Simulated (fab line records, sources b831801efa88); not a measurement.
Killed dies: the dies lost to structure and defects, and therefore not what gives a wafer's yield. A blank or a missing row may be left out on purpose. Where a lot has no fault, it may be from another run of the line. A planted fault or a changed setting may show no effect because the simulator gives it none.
fab line records	flow sky130
[record] lots = 5	wafers = 15	last-day = 50
route steps=708 shown METAL5@668 PASSIVATION@681 PAD_OPEN@694
lots that met no fault: taken from a fault-free run of the same line
start-h: the number of hours between the record's first day and the start of the first shown wafer of the lot	wait-h: time in hours since the lot's previous step	" as in the row above	L1.1+2: one row covering several wafers at once	- either no value or no given start	* or withheld: withheld	< > ~ a bound
route shown NAME@n: a module of which the file shows steps, and the number in the route of the first	usual: mean/standard deviation of fault-free wafers	same: alike in all rows	chamber/n: place in a boat	sites: per-site readings	_std_site: the values' standard deviation	_edge_site: mean of outer sites minus mean of inner sites	radius-mm: how far each site lies from the wafer's centre	mask NAME#n: copy n	behind: tool/chamber where the wafer was last shaped	hold: reason for holding the lot/hours on hold/outcome of the hold	device: which transistor (n, p or np) failed to switch	end of line: the route-end tests of the same wafers	where a step has no rows: the recipe by itself	killed: the dies lost at the first sort to structure and to defects; this is not the yield of the wafer	map: a wafer's dies, x killed, . not, _ none there
set.NAME: the setting the step ran with; set.NAME@STEP: the setting that earlier step ran with	model.NAME: the simulator's own value behind a step, which no gauge read
a table for each step, a row for each wafer; lots at some steps of the route
services: a tool's chamber out of use, with start hour (start-h, from the record's first day; less than 0 if before it), hours out, and reason
[[steps]]
[step SKY_METAL5_DEHYDRATE_07]
[recipe] temp-c = 200	time-s = 60
[step SKY_METAL5_HMDS_08]
[recipe] prime-time-s = 60	prime-temp-c = 120
[step SKY_METAL5_COAT_09]
[recipe] resist = NOVOLAK	spin-rpm = 3000	resist-thk-nm = 1800
[step SKY_METAL5_SOFTBAKE_10]
[recipe] temp-c = 90	time-s = 60	resist = NOVOLAK
[step SKY_METAL5_EXPOSE_11]
[recipe] mask-id = MM5	na = 0.6	source-shape = conventional	sigma-outer = 0.6	polarization = unpolarized	target-cd-nm = 1600	dose-mj = 190
[step SKY_METAL5_PEB_12]
[recipe] temp-c = withheld	time-s = *	resist = NOVOLAK
[step SKY_METAL5_DEVELOP_13]
[recipe] resist = NOVOLAK	developer = TMAH	develop-time-s = 60	dev-temp-c = 23
[step SKY_METAL5_DESCUM_14]
[recipe] chemistry = O2	source-power-w = 150	bias-power-w = 0	pressure-mtorr = 10	temp-c = 40	time-s = 11
[usual] drypump-motor-current-A = 5.8/0.45	he-backside-leak-sccm = 3.22/0.18	oes-product-au = 1.002/0.012
lot.wafer	tool	chamber	start-h	wait-h	drypump-motor-current-A	he-backside-leak-sccm	oes-product-au	rf-hours-counter-h
L532.3	rie-metal-01	0	1024.49	0.1	5.2	3.08	0.981	-
L532.4	"	0	"	"	5.2	3.18	0.997	-
L532.6	"	0	"	"	5.2	3.15	0.983	-
L537.3	rie-metal-01	0	1061.26	0.1	5.2	3.08	0.983	-
L537.5	"	0	"	"	5.2	2.99	0.981	-
L537.6	"	1	"	"	6.5	2.97	1.010	-
L549.1	rie-metal-04	1	1139.15	0.1	5.5	3.00	1.012	10
L549.2	"	0	"	"	6.1	3.30	0.991	24
L549.6	"	1	"	"	5.5	3.06	1.009	-
L550.2	rie-metal-03	1	1140.93	0.1	5.9	3.19	1.029	21
L550.3	"	0	"	"	5.8	3.86	1.003	-
L550.5	"	1	"	"	5.9	2.96	1.020	-
L554.3	rie-metal-04	0	1173.77	0.1	6.1	3.29	1.001	-
L554.4	"	1	"	"	5.5	3.51	1.004	-
L554.5	"	1	"	"	5.5	3.23	1.012	-
[step SKY_METAL5_METAL_ETCH_15]
[recipe] target-depth-a = 12600	stop-on = SiO2	over-etch-frac = 0.2	time-s = 252	chemistry = Cl2/BCl3	resist-sidewall-deg = 86	pressure-mtorr = 10	icp-w = 900	bias-w = 48.5	Cl2_flow_sccm = 60	bcl3-flow-sccm = 30
[step SKY_METAL5_STRIP_16]
[recipe] chemistry = O2/N2	power-w = 1400	pressure-mtorr = 1500	platen-temp-c = withheld	o2-flow-sccm = 3000	n2-flow-sccm = 300	overash-fraction = 0.5
[usual] drypump-motor-current-A = 5.70/0.3	o2-flow-sccm = 3000/9.4	oes-product-au = 0.710/0.0046	strip-time-to-endpoint-s = 13.01/0.17
lot.wafer	tool	chamber	start-h	wait-h	drypump-motor-current-A	o2-flow-sccm	oes-product-au	rf-hours-counter-h	strip-time-to-endpoint-s
L532.3	plasma-asher-01	0	1025.04	0.3	5.74	3000	0.706	-	13.23
L532.4	"	1	"	"	5.26	3012	0.708	-	13.23
L532.6	"	0	"	"	5.76	3001	0.713	-	13.16
L537.3	plasma-asher-03	0	1061.56	0.1	6.11	3006	0.705	-	13.13
L537.5	"	1	"	"	5.70	3004	0.715	-	13.23
L537.6	"	0	"	"	6.08	2988	0.703	-	13.02
L549.1	plasma-asher-01	0	1139.42	0.2	5.80	3006	0.706	103	12.85
L549.2	"	1	"	"	5.29	3004	0.716	103	13.14
L549.6	"	0	"	"	5.78	2998	0.708	-	12.94
L550.2	plasma-asher-03	0	1141.20	0.2	6.09	2987	0.709	73	12.71
L550.3	"	0	"	"	6.08	2986	0.709	-	12.99
L550.5	"	0	"	"	6.07	2982	0.709	-	12.77
L554.3	plasma-asher-01	1	1174.06	0.1	5.28	2976	0.722	-	13.13
L554.4	"	0	"	"	5.77	3009	0.711	-	13.06
L554.5	"	1	"	"	5.28	2990	0.706	-	13.05
[step SKY_METAL5_STRIP_17]
[recipe] chemistry = post-etch-residue-remover	time-s = 1200	temp-c = 72.5
[step SKY_METAL5_CLEAN_18]
[recipe] chemistry = IPA	time-s = 180	temp-c = 25
[step SKY_METAL5_CLEAN_19]
[recipe] chemistry = O3/DIW	dry = n2-spin
lot.wafer	tool	chamber	start-h	wait-h
L532.3+4+6	wet-bench-03	1	1025.50	0.0
L537.3+5+6	wet-bench-03	0	1062.09	0.0
L549.1+2+6	wet-bench-02	2	1139.93	0.0
L550.2+3+5	wet-bench-01	0	1142.05	0.0
L554.3+4+5	wet-bench-02	3	1174.56	0.0
[step SKY_PASSIVATION_CVD_00]
[recipe] material = SiO2	target-thk-nm = 90	temp-c = 400	time-s = withheld	rf-w = 600
[step SKY_PASSIVATION_THK_MEAS_01]
[recipe] reads = SiO2_of_PASSIVATION_CVD_00
[usual] PASSIVATION_CVD_00_THK = 89.7/1.3
lot.wafer	tool	chamber	start-h	wait-h	PASSIVATION_CVD_00_THK[nm]
L532.3	film-metro-02	-	1025.64	-	89.7
L532.4	"	-	"	"	89.2
L532.6	"	-	"	"	90.7
L537.3	film-metro-01	-	1062.24	-	89.1
L537.5	"	-	"	"	89.5
L537.6	"	-	"	"	91.2
L549.1	film-metro-01	-	1140.04	-	89.7
L549.2	"	-	"	"	88.8
L549.6	"	-	"	"	91.5
L550.2	film-metro-02	-	1142.18	-	88.2
L550.3	"	-	"	"	89.2
L550.5	"	-	"	"	90.7
L554.3	film-metro-01	-	1174.70	-	88.5
L554.4	"	-	"	"	90.3
L554.5	"	-	"	"	90.0
[step SKY_PASSIVATION_CVD_02]
[recipe] material = Si3N4	target-thk-nm = 540	temp-c = 400	time-s = withheld	rf-w = 450
[usual] heater-power-outer-w = 483/92	heater-power-w = 784/130
lot.wafer	tool	chamber	start-h	wait-h	heater-power-outer-w	heater-power-w
L532.3	pecvd-01	2	1025.79	0.1	446	673
L532.4	"	0	"	"	528	817
L532.6	"	2	"	"	348	541
L537.3	pecvd-01	2	1062.28	0.0	400	625
L537.5	"	2	"	"	414	634
L537.6	"	1	"	"	589	941
L549.1	pecvd-01	2	1140.10	0.1	370	543
L549.2	"	1	"	"	602	956
L549.6	"	1	"	"	476	795
L550.2	pecvd-02	2	1142.23	0.0	437	776
L550.3	"	0	"	"	485	800
L550.5	"	1	"	"	456	734
L554.3	pecvd-02	1	1174.74	0.0	460	711
L554.4	"	0	"	"	416	736
L554.5	"	1	"	"	446	720
[step SKY_PASSIVATION_THK_MEAS_03]
[recipe] reads = Si3N4_of_PASSIVATION_CVD_02
[usual] PASSIVATION_CVD_02_THK = 541/8.4
lot.wafer	tool	chamber	start-h	wait-h	PASSIVATION_CVD_02_THK[nm]
L532.3	film-metro-02	-	1026.03	-	541
L532.4	"	-	"	"	537
L532.6	"	-	"	"	547
L537.3	film-metro-04	-	1062.52	-	535
L537.5	"	-	"	"	547
L537.6	"	-	"	"	543
L549.1	film-metro-01	-	1140.33	-	530
L549.2	"	-	"	"	534
L549.6	"	-	"	"	541
L550.2	film-metro-01	-	1142.46	-	535
L550.3	"	-	"	"	545
L550.5	"	-	"	"	558
L554.3	film-metro-01	-	1174.99	-	539
L554.4	"	-	"	"	538
L554.5	"	-	"	"	547
[step SKY_PASSIVATION_DEHYDRATE_04]
[recipe] temp-c = 200	time-s = 60
[step SKY_PASSIVATION_HMDS_05]
[recipe] prime-time-s = 60	prime-temp-c = 120
[step SKY_PASSIVATION_COAT_06]
[recipe] spin-rpm = 2000	resist-thk-nm = 3000
[step SKY_PASSIVATION_SOFTBAKE_07]
[recipe] temp-c = 110	time-s = withheld
[step SKY_PASSIVATION_EXPOSE_08]
[recipe] mask-id = NSM	target-cd-nm = 3000	na = 0.57	dose-mj = 260
[step SKY_PASSIVATION_PEB_09]
[recipe] temp-c = 115	time-s = withheld
[step SKY_PASSIVATION_DEVELOP_10]
[recipe] develop-time-s = 60	dev-temp-c = 23
[step SKY_PASSIVATION_ETCH_11]
[recipe] chemistry = CF4/O2	target-depth-nm = 725	stop-on = AlCu	source-w = 800	bias-w = 150	pressure-mtorr = 150	cf4-flow-sccm = 80	O2_flow_sccm = 10	time-s = 161.1
[usual] drypump-motor-current-A = 5.9/0.47	oes-product-au = 0.976/0.0085	throttle-valve-pct = 5.964/0.0085
lot.wafer	tool	chamber	start-h	wait-h	drypump-motor-current-A	oes-product-au	rf-hours-counter-h	throttle-valve-pct
L532.3	rie-diel-04	0	1048.32	-	6.5	0.974	13	5.965
L532.4	"	3	"	"	6.3	0.970	9	5.957
L532.6	"	3	"	"	6.3	0.976	-	5.974
L537.3	rie-diel-03	0	1082.95	-	6.2	0.971	3	5.963
L537.5	"	3	"	"	5.4	0.983	-	5.964
L537.6	"	0	"	"	6.2	0.960	-	5.957
L549.1	rie-diel-04	1	1158.30	-	5.9	0.968	18	5.961
L549.2	"	2	"	"	6.4	0.967	21	5.956
L549.6	"	3	"	"	6.3	0.975	-	5.962
L550.2	rie-diel-03	3	1161.87	-	5.4	0.970	0	5.966
L550.3	"	1	"	"	6.0	0.977	10	5.963
L550.5	"	2	"	"	5.9	0.977	-	5.974
L554.3	rie-diel-04	3	1190.20	-	6.3	0.979	14	5.962
L554.4	"	0	"	"	6.5	0.982	18	5.974
L554.5	"	3	"	"	6.3	0.982	-	5.947
[step SKY_PASSIVATION_STRIP_12]
[recipe] chemistry = O2/N2	power-w = 1400	pressure-mtorr = 1500	platen-temp-c = withheld	overash-fraction = 0.7	o2-flow-sccm = 3000	n2-flow-sccm = 300
[usual] drypump-motor-current-A = 5.72/0.29	o2-flow-sccm = 2998/9.5	oes-product-au = 0.661/0.0046	strip-time-to-endpoint-s = 31.56/0.15
lot.wafer	tool	chamber	start-h	wait-h	drypump-motor-current-A	o2-flow-sccm	oes-product-au	rf-hours-counter-h	strip-time-to-endpoint-s
L532.3	plasma-asher-02	0	1048.45	0.1	6.12	2999	0.666	-	31.62
L532.4	"	1	"	"	5.48	3001	0.663	-	31.76
L532.6	"	0	"	"	6.13	2998	0.658	-	31.73
L537.3	plasma-asher-02	1	1083.09	0.1	5.47	2992	0.658	-	31.99
L537.5	"	0	"	"	6.11	2995	0.656	-	31.68
L537.6	"	1	"	"	5.48	3009	0.663	-	31.77
L549.1	plasma-asher-04	1	1158.41	0.1	5.94	3001	0.665	38	31.30
L549.2	"	0	"	"	5.50	3011	0.666	38	31.52
L549.6	"	1	"	"	5.95	2998	0.660	-	31.58
L550.2	plasma-asher-04	0	1161.97	0.1	5.51	3008	0.654	38	31.71
L550.3	"	0	"	"	5.52	3018	0.660	-	31.55
L550.5	"	0	"	"	5.52	3002	0.659	-	31.75
L554.3	plasma-asher-01	0	1190.34	0.1	5.77	2996	0.663	-	31.55
L554.4	"	1	"	"	5.29	2988	0.660	-	31.56
L554.5	"	1	"	"	5.29	3002	0.658	-	31.64
[step SKY_PAD_OPEN_DEHYDRATE_00]
[recipe] temp-c = 200	time-s = 60
[step SKY_PAD_OPEN_HMDS_01]
[recipe] prime-time-s = 60	prime-temp-c = 120
[step SKY_PAD_OPEN_COAT_02]
[recipe] spin-rpm = 2000	resist-thk-nm = 3000
[step SKY_PAD_OPEN_SOFTBAKE_03]
[recipe] temp-c = 110	time-s = withheld
[step SKY_PAD_OPEN_EXPOSE_04]
[recipe] mask-id = PDM	target-cd-nm = 60000	na = 0.57	dose-mj = 260
[step SKY_PAD_OPEN_PEB_05]
[recipe] temp-c = 115	time-s = withheld
[step SKY_PAD_OPEN_DEVELOP_06]
[recipe] develop-time-s = 60	dev-temp-c = 23
[step SKY_PAD_OPEN_ETCH_07]
[recipe] chemistry = CF4/O2	target-depth-nm = 725	stop-on = AlCu	source-w = 800	bias-w = 150	pressure-mtorr = 150	cf4-flow-sccm = 80	O2_flow_sccm = 10	time-s = 161.1
[step SKY_PAD_OPEN_STRIP_08]
[recipe] chemistry = O2/N2	power-w = 1400	pressure-mtorr = 1500	platen-temp-c = withheld	overash-fraction = 0.7	o2-flow-sccm = 3000	n2-flow-sccm = 300
[step SKY_PAD_OPEN_STRIP_09]
[recipe] chemistry = post-etch-residue-remover	time-s = 1200	temp-c = 72.5
[step SKY_PAD_OPEN_CLEAN_10]
[recipe] chemistry = IPA	time-s = 180	temp-c = 25
[step SKY_PAD_OPEN_CLEAN_11]
[recipe] chemistry = O3/DIW	dry = n2-spin
[step SKY_PAD_OPEN_ANNEAL_12]
[recipe] temp-c = 400	time-s = withheld	ambient = N2/H2	idle-temp-c = 300	ramp-up-c-per-min = 8	ramp-down-c-per-min = 4
[step SKY_PAD_OPEN_BOW_MEAS_13]
[recipe] mode = bow
[usual] PAD_OPEN_BOW = 46/8.6
lot.wafer	tool	chamber	start-h	wait-h	PAD_OPEN_BOW[um]
L532.3	film-metro-02	-	1071.79	-	56
L532.4	"	-	"	"	64
L532.6	"	-	"	"	61
L537.3	film-metro-03	-	1106.55	-	40
L537.5	"	-	"	"	47
L537.6	"	-	"	"	46
L549.1	film-metro-03	-	1177.10	-	31
L549.2	"	-	"	"	43
L549.6	"	-	"	"	45
L550.2	film-metro-01	-	1180.63	-	42
L550.3	"	-	"	"	45
L550.5	"	-	"	"	54
L554.3	film-metro-01	-	1205.02	-	42
L554.4	"	-	"	"	36
L554.5	"	-	"	"	52
[step SKY_PAD_OPEN_PROBE_99]
[usual] defect-limited-yield = 82.8/2.1	killed_at_M0_to_M3 = 42/6.6	killed_at_M4_up = 3.1/1.9	killed-at-contacts = 24/5.6	killed-at-front-end = 15/4.8	killed-at-other = 0.3/0.48	killed-dies = 84/10	killed-open = 47/6.8	killed-short = 37/6.8	sort_bin_3_pad_short = 0.9/0.48	sort_bin_5_function = 10.1/1.4	sort_bin_6_memory = 6.2/1.2	sort-n-pass = 408/10	sort-yield-pct = 82.8/2.1
[same] gross-dies = 492	killed-at-back-side = 0	sort_bin_4_leakage[%] = 0	sort_bin_8_speed[%] = 0
lot.wafer	tool	chamber	start-h	wait-h	defect-limited-yield[%]	killed_at_M0_to_M3	killed_at_M4_up	killed-at-contacts	killed-at-front-end	killed-at-other	killed-dies	killed-open	killed-short	sort_bin_3_pad_short[%]	sort_bin_5_function[%]	sort_bin_6_memory[%]	sort-n-pass	sort-yield-pct[%]	model.etest.tester.sort-n-pass	model.etest.tester.sort-yield-pct	model.etest.tester.sort_bin_5_pct	model.etest.tester.sort_bin_3_pct
L532.3	prober-01	-	1071.97	0.2	84.1	41	0	19	18	0	78	45	33	0.6	11.6	3.7	414	84.1	414	84.15	11.59	0.6098
L532.4	prober-01	-	1072.02	0.2	82.9	38	5	23	17	1	84	43	41	0.4	10.6	6.1	408	82.9	408	82.93	10.57	0.4065
L532.6	prober-01	-	1072.12	0.2	82.9	36	5	25	18	0	84	44	40	0.8	8.7	7.5	408	82.9	408	82.93	8.74	0.813
L537.3	prober-02	-	1106.73	0.2	73.0	34	61	23	15	0	133	38	34	2.8	16.3	7.9	359	73.0	359	72.97	16.26	2.846
L537.5	prober-02	-	1106.83	0.2	72.8	32	54	27	20	1	134	48	34	3.5	15.9	7.9	358	72.8	358	72.76	15.85	3.455
L537.6	prober-02	-	1106.88	0.2	73.4	35	61	24	11	0	131	40	31	3.5	15.9	7.3	361	73.4	361	73.37	15.85	3.455
L549.1	prober-02	-	1177.22	0.1	83.3	43	4	18	16	1	82	38	44	2.2	9.6	4.9	410	83.3	410	83.33	9.553	2.236
L549.2	prober-02	-	1177.27	0.1	83.3	42	3	23	14	0	82	42	40	1.0	10.6	5.1	410	83.3	410	83.33	10.57	1.016
L549.6	prober-02	-	1177.47	0.2	78.3	41	3	32	31	0	107	55	52	1.4	11.4	8.9	385	78.3	385	78.25	11.38	1.423
L550.2	prober-01	-	1180.78	0.1	80.5	44	1	34	16	1	96	58	38	0.2	11.2	8.1	396	80.5	396	80.49	11.18	0.2033
L550.3	prober-01	-	1180.83	0.2	81.1	35	4	32	21	1	93	56	37	1.4	12.2	5.3	399	81.1	399	81.1	12.2	1.423
L550.5	prober-01	-	1180.93	0.2	77.6	53	4	31	21	1	110	56	54	0.8	14.0	7.5	382	77.6	382	77.64	14.02	0.813
L554.3	prober-01	-	1205.20	0.2	84.1	42	1	23	12	0	78	47	31	0.2	11.6	4.1	414	84.1	414	84.15	11.59	0.2033
L554.4	prober-01	-	1205.25	0.2	82.7	39	2	27	16	1	85	47	38	0.4	10.4	6.5	407	82.7	407	82.72	10.37	0.4065
L554.5	prober-01	-	1205.30	0.2	82.3	41	6	23	17	0	87	51	36	1.2	8.9	7.5	405	82.3	405	82.32	8.943	1.22
// killed by level:class
L532.3 VIA1:geometric-particle:open=12 CONTACT:geometric-particle:open=9 METAL2:geometric-particle:short=7 POLY_GATE:geometric-particle:open=6 FIELD_ISO:geometric-particle:open=5 CONTACT:geometric-particle:short=4 METAL1:geometric-particle:short=4 FIELD_ISO:geometric-particle:short=3
L532.4 CONTACT:geometric-particle:open=9 VIA1:geometric-particle:open=8 METAL2:geometric-particle:short=6 VIA2:geometric-particle:open=6 METAL1:geometric-particle:short=5 VIA2:geometric-particle:short=5 LOCAL_INTERCONNECT:geometric-particle:short=5 POLY_GATE:geometric-particle:short=4
L532.6 CONTACT:geometric-particle:open=10 VIA1:geometric-particle:open=10 LI_CONTACT:geometric-particle:open=8 POLY_GATE:geometric-particle:short=6 VIA3:geometric-particle:open=5 POLY_GATE:geometric-particle:open=4 METAL4:geometric-particle:short=4 METAL1:geometric-particle:short=4
L537.3 METAL5:unspecified=61 VIA1:geometric-particle:open=11 LI_CONTACT:geometric-particle:open=9 CONTACT:geometric-particle:open=5 CONTACT:geometric-particle:short=5 POLY_GATE:geometric-particle:short=4 VIA1:geometric-particle:short=4 METAL2:geometric-particle:short=4
L537.5 METAL5:unspecified=52 CONTACT:geometric-particle:open=12 VIA1:geometric-particle:open=9 FIELD_ISO:geometric-particle:open=7 LI_CONTACT:geometric-particle:open=5 FIELD_ISO:geometric-particle:short=4 POLY_GATE:geometric-particle:open=4 POLY_GATE:geometric-particle:short=4
L537.6 METAL5:unspecified=60 VIA1:geometric-particle:open=11 CONTACT:geometric-particle:open=9 VIA3:geometric-particle:open=6 LI_CONTACT:geometric-particle:short=5 CONTACT:geometric-particle:short=5 FIELD_ISO:geometric-particle:open=4 VIA3:geometric-particle:short=4
L549.1 CONTACT:geometric-particle:open=10 FIELD_ISO:geometric-particle:short=6 METAL1:geometric-particle:short=6 VIA1:geometric-particle:short=6 VIA2:geometric-particle:open=6 VIA3:geometric-particle:open=6 VIA1:geometric-particle:open=5 FIELD_ISO:geometric-particle:open=4
L549.2 VIA2:geometric-particle:open=10 VIA3:geometric-particle:open=9 METAL2:geometric-particle:short=7 CONTACT:geometric-particle:open=6 VIA1:geometric-particle:open=6 LOCAL_INTERCONNECT:geometric-particle:short=5 CONTACT:geometric-particle:short=5 LI_CONTACT:geometric-particle:open=4
L549.6 FIELD_ISO:geometric-particle:open=12 CONTACT:geometric-particle:open=11 VIA3:geometric-particle:open=8 VIA1:geometric-particle:open=7 LI_CONTACT:geometric-particle:open=7 CONTACT:geometric-particle:short=7 FIELD_ISO:geometric-particle:short=6 METAL2:geometric-particle:short=6
L550.2 LI_CONTACT:geometric-particle:open=13 CONTACT:geometric-particle:open=10 VIA3:geometric-particle:open=10 VIA2:geometric-particle:open=7 VIA1:geometric-particle:open=7 FIELD_ISO:geometric-particle:open=6 VIA1:geometric-particle:short=6 CONTACT:geometric-particle:short=5
L550.3 LI_CONTACT:geometric-particle:open=12 CONTACT:geometric-particle:open=12 VIA1:geometric-particle:open=7 VIA1:geometric-particle:short=7 POLY_GATE:geometric-particle:open=6 VIA3:geometric-particle:open=6 FIELD_ISO:geometric-particle:open=4 LOCAL_INTERCONNECT:geometric-particle:short=4
L550.5 VIA2:geometric-particle:open=12 VIA3:geometric-particle:open=11 LOCAL_INTERCONNECT:geometric-particle:short=9 LI_CONTACT:geometric-particle:open=7 FIELD_ISO:geometric-particle:short=6 CONTACT:geometric-particle:open=6 VIA1:geometric-particle:short=6 POLY_GATE:geometric-particle:open=5
L554.3 LI_CONTACT:geometric-particle:open=9 VIA3:geometric-particle:open=9 CONTACT:geometric-particle:open=8 VIA1:geometric-particle:open=8 VIA1:geometric-particle:short=6 VIA2:geometric-particle:open=5 POLY_GATE:geometric-particle:open=4 POLY_GATE:geometric-particle:short=3
L554.4 LI_CONTACT:geometric-particle:open=11 CONTACT:geometric-particle:open=9 VIA1:geometric-particle:open=7 VIA3:geometric-particle:open=6 VIA1:geometric-particle:short=5 VIA3:geometric-particle:short=5 LOCAL_INTERCONNECT:geometric-particle:short=4 POLY_GATE:geometric-particle:short=4
L554.5 VIA1:geometric-particle:open=11 CONTACT:geometric-particle:open=9 VIA3:geometric-particle:open=8 POLY_GATE:geometric-particle:open=5 CONTACT:geometric-particle:short=5 METAL4:geometric-particle:short=5 FIELD_ISO:geometric-particle:short=4 METAL2:geometric-particle:open=4
// map L537.5 (x killed, . not)
__________.........._________
________...........x.._______
______.............x.x.._____
_____......x...xx..x.....____
____....x.x.....xxxxxx.x..___
___xxx.x...x.xxxxxxxxx.....__
__...x.......xxxxxxxxx...x.._
_x..........xxxxxxxxxx.x.....
_............xxxxxxxxx.......
_.x.......xx.xxxxxxxxxx......
_...x..x......x.xxxxx..x.....
_x..x........xx.xx.x......xxx
_xx.x..x..............x.x..x.
_..x..xx............x..x...x.
_.x.x........................
__....x........x.....x...x.._
___.xx...................x.__
____..x.........x..x..x...___
_____x..x........x.xx....____
______xxxx...x..xx......_____
________x............._______
__________........x._________
// map L532.4 (x killed, . not)
__________..x...x..._________
________x..x.........._______
______....x........x...._____
_____.....x....x...xx.x..____
____..x..x.........xx..x..___
___..x..x.....x........x...__
__.......x.x.x.x...........x_
_.......x..x.........x.......
_.....x..x......x.....x..x...
_x.x.x.......x...x........x..
_..xxx..........x.......x.x..
_x.x.x.....x..x............xx
_....x............x..........
_....x...x.x...x..........x..
_x....x........x...x..x......
__.x..xx...x........x....x.._
___.x.x............x...x...__
____......................___
_____.......x.....x......____
______.......x.x.......x_____
________.x......x....x_______
__________x...x....._________
[[services]]
tool	chamber	start-h	hours	kind
rie-metal-04	-	1007.21	0.1	repair
rie-diel-03	-	1011.34	2.8	pm
rie-metal-04	-	1016.42	0.6	repair
rie-metal-01	1	1020.24	4.8	repair
rie-diel-03	3	1042.91	7.6	repair
plasma-asher-04	-	1043.47	28.1	pm
plasma-asher-03	-	1045.49	0.9	repair
rie-diel-04	0	1049.16	8.0	repair
pecvd-01	-	1051.53	6.0	pm
plasma-asher-02	-	1055.25	9.0	pm
plasma-asher-02	-	1060.22	4.8	repair
plasma-asher-01	-	1065.00	15.6	pm
rie-diel-03	2	1073.28	1.7	repair
rie-diel-03	3	1074.82	2.4	repair
rie-metal-04	1	1077.22	13.2	repair
plasma-asher-01	-	1085.02	3.1	repair
plasma-asher-04	-	1085.54	7.0	repair
plasma-asher-04	-	1089.81	0.4	repair
rie-metal-01	0	1089.95	14.9	repair
pecvd-02	2	1097.33	4.4	repair
rie-diel-03	3	1115.40	23.0	repair
pecvd-01	1	1130.01	4.6	repair
rie-diel-04	-	1161.43	0.3	repair
rie-diel-04	2	1162.09	3.8	repair
[[key]]
[first-sign] step = SKY_PAD_OPEN_PROBE_99	reading = killed_at_M4_up	direction = up	sigmas = 29	usual = 3.1	struck = 58.7
[effect] step = SKY_PAD_OPEN_PROBE_99	reading = sort_bin_3_pad_short	direction = up	sigmas = 5	usual = 0.9	struck = 3.3
[model-effect] step = SKY_PAD_OPEN_PROBE_99	value = etest.tester.sort-n-pass	without = 410.7	struck = 359.3
met-at SKY_METAL5_CLEAN_19
struck-wafers L537.3,L537.5,L537.6
also-fits SKY_METAL5_DESCUM_14:rie-metal-01,SKY_PASSIVATION_STRIP_12:plasma-asher-02
[fault] kind = chamber-particle-source	tool = wet-bench-03	chamber = 0	onset-h = 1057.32	steps = SKY_METAL5_CLEAN_19	rate-per-visit-cm2 = 0.92455	end-h = 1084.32
